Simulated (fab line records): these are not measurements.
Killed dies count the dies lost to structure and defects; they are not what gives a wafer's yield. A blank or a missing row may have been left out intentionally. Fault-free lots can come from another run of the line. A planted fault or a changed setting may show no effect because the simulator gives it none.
Split-lot experiment || flow sfq-line || 23 wafers read across 5 lots, on a route 325 steps long

== THE SPLIT ITSELF ==
At SFQ_TRILAYER_M2_LITHO_COAT_057 (resist thk 600 nm), the setting resist-thk-nm was moved away from the recipe's 600 nm on 5 of the 23 wafers read, by -4.7% to -3.7%. For the rest of the wafers, this setting stayed at what the recipe calls for.

The split's own step is where the reading is taken.

== THE READING ==
KrF_of_TRILAYER_M2_LITHO_COAT_057.thk-nm (the simulator's own value, which no gauge read), in nm, at SFQ_TRILAYER_M2_LITHO_COAT_057 (resist thk 600 nm). The file does not state a usual value for it. Across the 18 wafers here that went through the recipe, the average is 599.7 nm and the standard deviation 1.4 nm.

{"wafer": "L075.1", "tool, chamber at the split": "litho-track-03, 0", "resist-thk-nm as run, nm": 571.9, "against the recipe": "-4.7%", "KrF_of_TRILAYER_M2_LITHO_COAT_057.thk-nm, nm": 572.7, "against lot-mates on the recipe": -27.8}
{"wafer": "L075.3", "tool, chamber at the split": "litho-track-03, 0", "resist-thk-nm as run, nm": 571.9, "against the recipe": "-4.7%", "KrF_of_TRILAYER_M2_LITHO_COAT_057.thk-nm, nm": 570.3, "against lot-mates on the recipe": -30.2}
{"wafer": "L075.4", "tool, chamber at the split": "litho-track-03, 0", "resist-thk-nm as run, nm": 600, "against the recipe": "recipe", "KrF_of_TRILAYER_M2_LITHO_COAT_057.thk-nm, nm": 600.4, "against lot-mates on the recipe": "-"}
{"wafer": "L075.5", "tool, chamber at the split": "litho-track-03, 0", "resist-thk-nm as run, nm": 571.9, "against the recipe": "-4.7%", "KrF_of_TRILAYER_M2_LITHO_COAT_057.thk-nm, nm": 571.6, "against lot-mates on the recipe": -28.9}
{"wafer": "L075.6", "tool, chamber at the split": "litho-track-03, 0", "resist-thk-nm as run, nm": 600, "against the recipe": "recipe", "KrF_of_TRILAYER_M2_LITHO_COAT_057.thk-nm, nm": 600.6, "against lot-mates on the recipe": "-"}
{"wafer": "L079.1", "tool, chamber at the split": "litho-track-03, 0", "resist-thk-nm as run, nm": 600, "against the recipe": "recipe", "KrF_of_TRILAYER_M2_LITHO_COAT_057.thk-nm, nm": 599.9, "against lot-mates on the recipe": "-"}
{"wafer": "L079.4", "tool, chamber at the split": "litho-track-03, 0", "resist-thk-nm as run, nm": 600, "against the recipe": "recipe", "KrF_of_TRILAYER_M2_LITHO_COAT_057.thk-nm, nm": 601.8, "against lot-mates on the recipe": "-"}
{"wafer": "L079.6", "tool, chamber at the split": "litho-track-03, 0", "resist-thk-nm as run, nm": 600, "against the recipe": "recipe", "KrF_of_TRILAYER_M2_LITHO_COAT_057.thk-nm, nm": 598.4, "against lot-mates on the recipe": "-"}
{"wafer": "L080.1", "tool, chamber at the split": "litho-track-02, 0", "resist-thk-nm as run, nm": 600, "against the recipe": "recipe", "KrF_of_TRILAYER_M2_LITHO_COAT_057.thk-nm, nm": 597.2, "against lot-mates on the recipe": "-"}
{"wafer": "L080.3", "tool, chamber at the split": "litho-track-02, 0", "resist-thk-nm as run, nm": 600, "against the recipe": "recipe", "KrF_of_TRILAYER_M2_LITHO_COAT_057.thk-nm, nm": 597.9, "against lot-mates on the recipe": "-"}
{"wafer": "L080.4", "tool, chamber at the split": "litho-track-02, 0", "resist-thk-nm as run, nm": 600, "against the recipe": "recipe", "KrF_of_TRILAYER_M2_LITHO_COAT_057.thk-nm, nm": 598.7, "against lot-mates on the recipe": "-"}
{"wafer": "L080.5", "tool, chamber at the split": "litho-track-02, 0", "resist-thk-nm as run, nm": 600, "against the recipe": "recipe", "KrF_of_TRILAYER_M2_LITHO_COAT_057.thk-nm, nm": 597.6, "against lot-mates on the recipe": "-"}
{"wafer": "L080.6", "tool, chamber at the split": "litho-track-02, 0", "resist-thk-nm as run, nm": 600, "against the recipe": "recipe", "KrF_of_TRILAYER_M2_LITHO_COAT_057.thk-nm, nm": 598.2, "against lot-mates on the recipe": "-"}
{"wafer": "L081.1", "tool, chamber at the split": "litho-track-01, 0", "resist-thk-nm as run, nm": 600, "against the recipe": "recipe", "KrF_of_TRILAYER_M2_LITHO_COAT_057.thk-nm, nm": 602, "against lot-mates on the recipe": "-"}
{"wafer": "L081.2", "tool, chamber at the split": "litho-track-01, 0", "resist-thk-nm as run, nm": 600, "against the recipe": "recipe", "KrF_of_TRILAYER_M2_LITHO_COAT_057.thk-nm, nm": 600.9, "against lot-mates on the recipe": "-"}
{"wafer": "L081.3", "tool, chamber at the split": "litho-track-01, 0", "resist-thk-nm as run, nm": 577.5, "against the recipe": "-3.7%", "KrF_of_TRILAYER_M2_LITHO_COAT_057.thk-nm, nm": 577.6, "against lot-mates on the recipe": -23.6}
{"wafer": "L081.4", "tool, chamber at the split": "litho-track-01, 0", "resist-thk-nm as run, nm": 577.5, "against the recipe": "-3.7%", "KrF_of_TRILAYER_M2_LITHO_COAT_057.thk-nm, nm": 577, "against lot-mates on the recipe": -24.2}
{"wafer": "L081.6", "tool, chamber at the split": "litho-track-01, 0", "resist-thk-nm as run, nm": 600, "against the recipe": "recipe", "KrF_of_TRILAYER_M2_LITHO_COAT_057.thk-nm, nm": 600.7, "against lot-mates on the recipe": "-"}
{"wafer": "L085.2", "tool, chamber at the split": "litho-track-02, 0", "resist-thk-nm as run, nm": 600, "against the recipe": "recipe", "KrF_of_TRILAYER_M2_LITHO_COAT_057.thk-nm, nm": 600.2, "against lot-mates on the recipe": "-"}
{"wafer": "L085.3", "tool, chamber at the split": "litho-track-02, 0", "resist-thk-nm as run, nm": 600, "against the recipe": "recipe", "KrF_of_TRILAYER_M2_LITHO_COAT_057.thk-nm, nm": 598.7, "against lot-mates on the recipe": "-"}
{"wafer": "L085.4", "tool, chamber at the split": "litho-track-02, 0", "resist-thk-nm as run, nm": 600, "against the recipe": "recipe", "KrF_of_TRILAYER_M2_LITHO_COAT_057.thk-nm, nm": 601.1, "against lot-mates on the recipe": "-"}
{"wafer": "L085.5", "tool, chamber at the split": "litho-track-02, 0", "resist-thk-nm as run, nm": 600, "against the recipe": "recipe", "KrF_of_TRILAYER_M2_LITHO_COAT_057.thk-nm, nm": 599.9, "against lot-mates on the recipe": "-"}
{"wafer": "L085.6", "tool, chamber at the split": "litho-track-02, 0", "resist-thk-nm as run, nm": 600, "against the recipe": "recipe", "KrF_of_TRILAYER_M2_LITHO_COAT_057.thk-nm, nm": 599.5, "against lot-mates on the recipe": "-"}

THE FIT
A straight line over all 23 wafers: KrF_of_TRILAYER_M2_LITHO_COAT_057.thk-nm changes by +5.99 nm for each +1% of resist-thk-nm; r = +0.99; the points scatter about the line by 1.4 nm.
The same after taking each lot's own level away (the mean of its wafers on the recipe; 23 wafers): +6.24 nm for each +1%; r = +1.00; scatter 0.85 nm.
Per that fit: largest resist-thk-nm move, reading shift of 29 nm.
Across the lots, their own levels run from 597.92 to 601.20 nm, a range of 2.3 times the standard deviation given above.
The two slopes agree, so the slope changes little with the lot-to-lot level.
Check: for one of the wafers moved furthest among these (-4.7%), held out of the fit, the line's prediction against its lot-mates is -29.7 nm. Against them it came out at -27.8 nm.

== THESE WAFERS: OTHER SPLITS ==
Other splits were also applied to these wafers ahead of the reading. Each is held against what the fit with the lots' levels taken away leaves over:
{"other split on the same wafers": "SFQ_TRILAYER_INCOMING_OXIDATION_002 temp-c", "wafers away from the commonest value": 10, "r with KrF_of_TRILAYER_M2_LITHO_COAT_057.thk-nm (lot level and that fit taken away)": -0.01}
{"other split on the same wafers": "SFQ_TRILAYER_L0_LITHO_COAT_005 spin-rpm", "wafers away from the commonest value": 7, "r with KrF_of_TRILAYER_M2_LITHO_COAT_057.thk-nm (lot level and that fit taken away)": "+0.11"}
{"other split on the same wafers": "SFQ_TRILAYER_L0_BARC_OPEN_METAL_ETCH_010 icp-w", "wafers away from the commonest value": 7, "r with KrF_of_TRILAYER_M2_LITHO_COAT_057.thk-nm (lot level and that fit taken away)": -0.13}
{"other split on the same wafers": "SFQ_TRILAYER_L0_VIA_BARC_OPEN_VIA_ETCH_021 time-s", "wafers away from the commonest value": 8, "r with KrF_of_TRILAYER_M2_LITHO_COAT_057.thk-nm (lot level and that fit taken away)": "+0.17"}
{"other split on the same wafers": "SFQ_TRILAYER_M0_LITHO_COAT_026 spin-rpm", "wafers away from the commonest value": 8, "r with KrF_of_TRILAYER_M2_LITHO_COAT_057.thk-nm (lot level and that fit taken away)": "+0.11"}
{"other split on the same wafers": "SFQ_TRILAYER_M0_LITHO_EXPOSE_022 dose-mj", "wafers away from the commonest value": 7, "r with KrF_of_TRILAYER_M2_LITHO_COAT_057.thk-nm (lot level and that fit taken away)": -0.04}
{"other split on the same wafers": "SFQ_TRILAYER_I0_VIA_LITHO_COAT_036 resist-thk-nm", "wafers away from the commonest value": 8, "r with KrF_of_TRILAYER_M2_LITHO_COAT_057.thk-nm (lot level and that fit taken away)": -0.05}
{"other split on the same wafers": "SFQ_TRILAYER_M1_LITHO_COAT_044 spin-rpm", "wafers away from the commonest value": 10, "r with KrF_of_TRILAYER_M2_LITHO_COAT_057.thk-nm (lot level and that fit taken away)": -0.06}
{"other split on the same wafers": "SFQ_TRILAYER_M1_BARC_OPEN_METAL_ETCH_054 time-s", "wafers away from the commonest value": 9, "r with KrF_of_TRILAYER_M2_LITHO_COAT_057.thk-nm (lot level and that fit taken away)": -0.04}
{"other split on the same wafers": "SFQ_TRILAYER_I1_VIA_LITHO_COAT_049 spin-rpm", "wafers away from the commonest value": 11, "r with KrF_of_TRILAYER_M2_LITHO_COAT_057.thk-nm (lot level and that fit taken away)": -0.14}
{"other split on the same wafers": "SFQ_TRILAYER_I1_VIA_BARC_OPEN_VIA_ETCH_071 time-s", "wafers away from the commonest value": 11, "r with KrF_of_TRILAYER_M2_LITHO_COAT_057.thk-nm (lot level and that fit taken away)": -0.25}

== FILE'S OWN FIT ==
KrF_of_TRILAYER_M2_LITHO_COAT_057.thk-nm changes by +6.27 nm for each +1% of resist-thk-nm, r = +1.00.
